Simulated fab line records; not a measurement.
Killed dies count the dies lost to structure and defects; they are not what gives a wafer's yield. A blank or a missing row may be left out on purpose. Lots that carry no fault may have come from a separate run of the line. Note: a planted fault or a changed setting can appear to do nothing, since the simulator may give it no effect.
A struck lot beside a sound one | flow gf180mcu | 19 out of 602 route steps
Sound: wafers L280.2, L280.3, L280.4. Struck: wafers L293.1, L293.3, L293.5. At the end, the cause is stated.
Each step with rows lists, per side, the tool, then ch with its chambers, then its first start. Under that, the readings that differ: sound wafers | struck wafers | difference of the means | sigmas: that difference in standard deviations of wafers without a fault.
alike: same words and numbers on both sides, and readings whose means sit less than 2 such deviations apart. not compared: any withheld reading, any reading some wafer has no value for, any bound like >300 that may hide the same value, and any number with overlapping values for which the record gives no deviation.
A row with sigmas, a row that says differs or no value, or rows on one side alone: a step with any of these is where the two part. Numbers that have no deviation but don't overlap get no sigmas and don't part them. Lack of a reading on every wafer of one side parts them only where that side has two or more wafers.

first, 1 step without rows for these wafers: GF_STI_CVD_23 (deposits SiO2, target thk 650 nm, time 108.3 s).
GF_STI_THK_MEAS_24:
  sound on film metro-03 at day 2 15:48; struck on film metro-03 at day 5 16:13
  alike: STI_CVD_23_THK
GF_STI_CMP_25: polishes, stops on Si3N4, t overpolish 33 s, target thk 524.6 nm.
  sound on cmp-02 ch 0,1,3, day 2 15:51; struck on cmp-01 ch 0,1,3, day 5 16:28
  alike: motor current A, overpolish run s, platen rpm, slurry flow ml min, time to endpoint s
then, 4 steps without rows for these wafers: GF_STI_WET_ETCH_26 (etches SiO2 in dHF, target depth 94 nm, time 188 s); GF_STI_WET_ETCH_27 (etches Si3N4 in H3PO4, target depth 160 nm, time 1825 s); GF_STI_WET_ETCH_28 (etches SiO2 in dHF, target depth 20 nm, time 40 s); GF_STI_OXIDATION_29 (stabilise 600 s, purge 300 s, target thk 10 nm).
GF_STI_THK_MEAS_30:
  sound on film metro-04 at day 2 18:53; struck on film metro-02 at day 6 00:05
  reading                   | sound             | struck         | difference | sigmas
  STI_OXIDATION_02_THK (nm) | 10.39 10.35 10.16 | 9.74 9.74 9.80 | -0.54      | -4
then, 4 steps without rows for these wafers: GF_DNWELL_DEHYDRATE_00 (time 60 s); GF_DNWELL_HMDS_01 (prime time 60 s); GF_DNWELL_COAT_02 (resist thk 3000 nm); GF_DNWELL_SOFTBAKE_03.
GF_DNWELL_EXPOSE_04: exposes mask DNWELL, target cd 1700 nm.
  sound on iline stepper-01 ch 0, day 3 01:26; struck on iline stepper-01, day 6 06:38
  no value came back on the struck wafers for exposure dose mJ cm2, focus offset nm (nm), na; on the sound wafers exposure dose mJ cm2 reads 260.31 260.35 260.60
  alike: mask
then, 3 steps without rows for these wafers: GF_DNWELL_PEB_05; GF_DNWELL_DEVELOP_06 (develop time 60 s); GF_DNWELL_IMPLANT_07.
GF_DNWELL_STRIP_08: strips in O2/N2.
  sound on plasma asher-01 ch 0,1, day 3 07:49; struck on plasma asher-01 ch 1, day 6 13:37
  reading                      | sound             | struck            | difference | sigmas
  strip time to endpoint s (s) | 36.95 36.93 36.87 | 37.19 37.21 37.14 | +0.26      | +2
  alike: drypump motor current A, heater power w, oes product au, platen temp c
  not compared: rf hours counter h
GF_DNWELL_TW_MEAS_09:
  sound on film metro-02 at day 3 07:56; struck on film metro-01 at day 6 13:43
  reading   | sound          | struck   | difference | sigmas
  DNWELL_TW | 1356 1355 1353 | 30 31 31 | -1324      | -99 or more
then, 1 step without rows for these wafers: GF_NWELL_DEHYDRATE_00 (time 60 s).

WHERE THEY PART
First at GF_STI_THK_MEAS_30; last, within this record, at GF_DNWELL_TW_MEAS_09.

WHY: the cause the simulator had injected
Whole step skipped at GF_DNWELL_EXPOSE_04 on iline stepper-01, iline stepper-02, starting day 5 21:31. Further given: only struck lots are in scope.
